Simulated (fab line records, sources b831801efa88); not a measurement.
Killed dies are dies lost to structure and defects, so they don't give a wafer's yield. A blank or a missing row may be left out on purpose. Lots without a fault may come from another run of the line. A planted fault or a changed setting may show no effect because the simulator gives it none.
Which tool did it? | flow gf180mcu | 6 lots, 18 wafers sampled, at 1 step of a route of 602

WHAT THE GAUGES READ, wafer by wafer
GF_V3_THK_MEAS_03.
lot  | measured     | on            | V3_CVD_02_THK (nm)
L426 | day 21 20:29 | film_metro-04 | 840 843 865
L428 | day 22 17:50 | film_metro-01 | 843 845 862
L438 | day 26 04:38 | film_metro-04 | 832 859 857
L441 | day 27 11:55 | film_metro-02 | 845 851 860
L443 | day 28 02:41 | film_metro-02 | 841 853 861
L445 | day 28 15:25 | film_metro-04 | 843 859 858

WHICH TOOL RAN EACH LOT (tool, then ch and the chambers of the sampled wafers, then the start)
The record holds no process step before these readings.

THE ANSWER, worked out from the rows above alone
Rule: what is usual is taken from the lots themselves. Put in order of their means at a reading, lots are off if they are a third of the lots or fewer, leave a main group of 4 or more, and stand apart from it by a gap of 3 or more times the standard deviation of the main group's means; of several such gaps the widest counts. A main group whose means are all the same, to the digits that the tables above print for the reading, isn't used. A lot without any number at a reading at which 4 lots or more have one is off too. The other lots that the step has rows for count as sound.
No lot is off at any reading shown: from this, nothing can be told.

WHAT THE SIMULATOR HAD PUT IN
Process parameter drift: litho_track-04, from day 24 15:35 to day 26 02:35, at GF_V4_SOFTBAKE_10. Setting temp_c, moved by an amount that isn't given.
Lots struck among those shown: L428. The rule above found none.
